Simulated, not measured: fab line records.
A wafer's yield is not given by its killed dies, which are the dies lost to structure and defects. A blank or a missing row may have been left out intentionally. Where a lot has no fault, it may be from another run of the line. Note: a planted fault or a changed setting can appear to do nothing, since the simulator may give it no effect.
Which tool did it? / flow sky130 / Sampling: 11 lots, 33 wafers, 3 of 708 route steps

## WHAT THE GAUGES READ, wafer by wafer
SKY_CAP2M_THK_MEAS_01.
lot=L683; measured=day 39 16:54; on=film-metro-02; CAP2M_CVD_00_THK (nm)=15.24 15.04 15.46
lot=L684; measured=day 39 20:16; on=film-metro-04; CAP2M_CVD_00_THK (nm)=15.58 15.52 15.63
lot=L687; measured=day 40 17:28; on=film-metro-02; CAP2M_CVD_00_THK (nm)=15.36 15.74 15.67
lot=L689; measured=day 41 13:20; on=film-metro-04; CAP2M_CVD_00_THK (nm)=15.52 15.56 15.65
lot=L690; measured=day 41 21:31; on=film-metro-04; CAP2M_CVD_00_THK (nm)=15.55 15.67 15.90
lot=L696; measured=day 43 20:48; on=film-metro-04; CAP2M_CVD_00_THK (nm)=15.72 16.06 15.70
lot=L698; measured=day 44 13:15; on=film-metro-02; CAP2M_CVD_00_THK (nm)=15.39 15.41 15.63
lot=L700; measured=day 44 19:21; on=film-metro-02; CAP2M_CVD_00_THK (nm)=15.47 15.47 15.77
lot=L701; measured=day 44 19:56; on=film-metro-04; CAP2M_CVD_00_THK (nm)=15.28 15.61 15.45
lot=L702; measured=day 44 22:52; on=film-metro-02; CAP2M_CVD_00_THK (nm)=15.84 15.76 15.93
lot=L703; measured=day 45 04:14; on=film-metro-02; CAP2M_CVD_00_THK (nm)=15.52 15.24 15.38

## WHICH TOOL RAN EACH LOT (tool, then ch and the chambers of the sampled wafers, then the start)
lot=L683; SKY_METAL4_SPUTTER_02=pvd-sputter-02, day 39 16:46; SKY_CAP2M_CVD_00=pecvd-02 ch 0,1,2, day 39 16:52
lot=L684; SKY_METAL4_SPUTTER_02=pvd-sputter-02, day 39 20:08; SKY_CAP2M_CVD_00=pecvd-04 ch 1,2, day 39 20:14
lot=L687; SKY_METAL4_SPUTTER_02=pvd-sputter-04, day 40 17:20; SKY_CAP2M_CVD_00=pecvd-02 ch 0,1,2, day 40 17:26
lot=L689; SKY_METAL4_SPUTTER_02=pvd-sputter-03, day 41 13:11; SKY_CAP2M_CVD_00=pecvd-03 ch 0,1,2, day 41 13:17
lot=L690; SKY_METAL4_SPUTTER_02=pvd-sputter-04, day 41 21:22; SKY_CAP2M_CVD_00=pecvd-02 ch 1,2, day 41 21:29
lot=L696; SKY_METAL4_SPUTTER_02=pvd-sputter-02, day 43 20:40; SKY_CAP2M_CVD_00=pecvd-02 ch 0,2, day 43 20:46
lot=L698; SKY_METAL4_SPUTTER_02=pvd-sputter-03, day 44 13:07; SKY_CAP2M_CVD_00=pecvd-02 ch 0,1,2, day 44 13:13
lot=L700; SKY_METAL4_SPUTTER_02=pvd-sputter-03, day 44 19:13; SKY_CAP2M_CVD_00=pecvd-04 ch 0,2, day 44 19:19
lot=L701; SKY_METAL4_SPUTTER_02=pvd-sputter-04, day 44 19:49; SKY_CAP2M_CVD_00=pecvd-02 ch 0,2, day 44 19:55
lot=L702; SKY_METAL4_SPUTTER_02=pvd-sputter-04, day 44 22:44; SKY_CAP2M_CVD_00=pecvd-04 ch 1,2, day 44 22:50
lot=L703; SKY_METAL4_SPUTTER_02=pvd-sputter-02, day 45 04:07; SKY_CAP2M_CVD_00=pecvd-02 ch 1,2, day 45 04:13
- SKY_METAL4_SPUTTER_02: material AlCu, target thk 735 nm, time 39.1 s.
- SKY_CAP2M_CVD_00: deposits SiO2, target thk 15.5 nm.

## THE ANSWER, worked out from the rows above alone
Rule: the usual values come from the lots themselves. Put in order of their means at a reading, lots are off if they are a third of the lots or fewer, leave a main group of 4 or more, and stand apart from it by a gap of 3 or more times the standard deviation of the main group's means; of several such gaps the widest counts. Not used: any main group whose means are identical at the precision the tables above print for the reading. A lot without any number at a reading at which 4 lots or more have one is off too. Where the step has rows for the other lots, those lots are counted as sound.
No lot is off on any of the readings shown, so nothing can be concluded from this.

## WHAT THE SIMULATOR PUT IN
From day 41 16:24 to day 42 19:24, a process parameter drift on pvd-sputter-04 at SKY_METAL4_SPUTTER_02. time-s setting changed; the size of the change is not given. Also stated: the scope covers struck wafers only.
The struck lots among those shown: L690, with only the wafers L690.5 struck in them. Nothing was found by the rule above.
